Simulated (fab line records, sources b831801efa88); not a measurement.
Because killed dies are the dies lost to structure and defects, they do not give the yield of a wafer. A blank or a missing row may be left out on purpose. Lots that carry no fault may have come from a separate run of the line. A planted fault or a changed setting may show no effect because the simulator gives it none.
A lot that was struck, set against a sound lot / flow gf180mcu / 15 steps out of a route of 602
Sound: these wafers, L356.2, L356.3, L356.5. Struck: wafer L352.1. (L352.3, L352.6 of the same lot were not struck and are left out.) The cause comes at the end.
At each step with rows: each side's tool, then ch and its chambers, then its first start. Under that, the readings that differ: sound wafers / struck wafers / difference of the means / sigmas: that difference in standard deviations of wafers without a fault.
alike: words and numbers the same on both sides, and readings whose means are apart by under 2 such deviations; not compared: readings that were withheld, readings missing a value for some wafer, numbers with overlapping values and no deviation given by the record, and bounds like >300 which may hide the same value.
A row with sigmas, a row that says differs or no value, or rows on one side alone: a step with any of these is where the two part. Non-overlapping numbers with no deviation appear without sigmas and do not part them. Lack of a reading on every wafer of one side parts them only where that side has two or more wafers.

first, 6 steps without rows for these wafers: GF_TOP_METAL_HMDS_08 (prime time 60 s); GF_TOP_METAL_COAT_09 (resist thk 1500 nm); GF_TOP_METAL_SOFTBAKE_10 (time 60 s); GF_TOP_METAL_EXPOSE_11 (exposes mask MetalTop, target cd 440 nm); GF_TOP_METAL_PEB_12; GF_TOP_METAL_DEVELOP_13 (develop time 60 s).
GF_TOP_METAL_CD_MEAS_14 targets a cd of 440 nm.
  sound: cd_sem-02 at day 34 12:33; struck: cd_sem-02 at day 34 00:08
  alike: cd_nm
GF_TOP_METAL_OVL_MEAS_15:
  sound: overlay-01 at day 34 12:40; struck: overlay-01 at day 34 00:15
  alike: TOP_METAL_OVL
GF_TOP_METAL_METAL_ETCH_16: etches the open film in Cl2/BCl3, stops on SiO2, target depth 1197 nm, time 199.5 s.
  sound on rie_metal-04 ch 0,1, day 34 12:41; struck on rie_metal-02 ch 1, day 34 00:17
reading=drypump_motor_current_A (A); sound=5.6 5.6 5.1; struck=6.6; difference=+1.2; sigmas=+2
  alike: oes_product_au, throttle_valve_pct
  not compared: rf_hours_counter_h
GF_TOP_METAL_STRIP_17: strips in O2/N2.
  sound on plasma_asher-02 ch 0, day 34 12:53; struck on plasma_asher-03 ch 1, day 34 00:32
  alike: drypump_motor_current_A, heater_power_w, oes_product_au, strip_time_to_endpoint_s
  not compared: rf_hours_counter_h
then, 2 steps without rows for these wafers: GF_TOP_METAL_STRIP_18 (strips in post etch residue remover, time 1200 s); GF_TOP_METAL_CLEAN_19 (cleans in DIW).
GF_PASSIVATION_CVD_00: deposits SiO2 from TEOS, target thk 1000 nm, time 111.95 s.
  sound on pecvd-03 ch 0,2, day 34 13:25; struck on pecvd-04 ch 1, day 34 01:04
reading=run_length_s (s); sound=139.7 138.7 138.4; struck=133.6; difference=-5.3; sigmas=-9
reading=model.SiO2_of_PASSIVATION_CVD_00.thk_nm (nm); sound=982.8 989.1 1008; struck=940.5; difference=-52.8; sigmas=
  alike: heater_power_w
GF_PASSIVATION_THK_MEAS_01:
  sound: film_metro-04 at day 34 13:33; struck: film_metro-04 at day 34 01:09
reading=PASSIVATION_CVD_00_THK (nm); sound=983 989 1007; struck=941; difference=-52; sigmas=-4
GF_PASSIVATION_CVD_02: deposits Si3N4, target thk 700 nm, time 486.18 s.
  sound on pecvd-01 ch 0,2, day 34 13:36; struck on pecvd-01 ch 2, day 34 01:13
  alike: heater_power_w, run_length_s

WHERE THEY PART
First at GF_TOP_METAL_METAL_ETCH_16; last, within this record, at GF_PASSIVATION_THK_MEAS_01. Later steps at which nothing parts them and some readings are alike: GF_PASSIVATION_CVD_02.

WHY: the cause the simulator had injected
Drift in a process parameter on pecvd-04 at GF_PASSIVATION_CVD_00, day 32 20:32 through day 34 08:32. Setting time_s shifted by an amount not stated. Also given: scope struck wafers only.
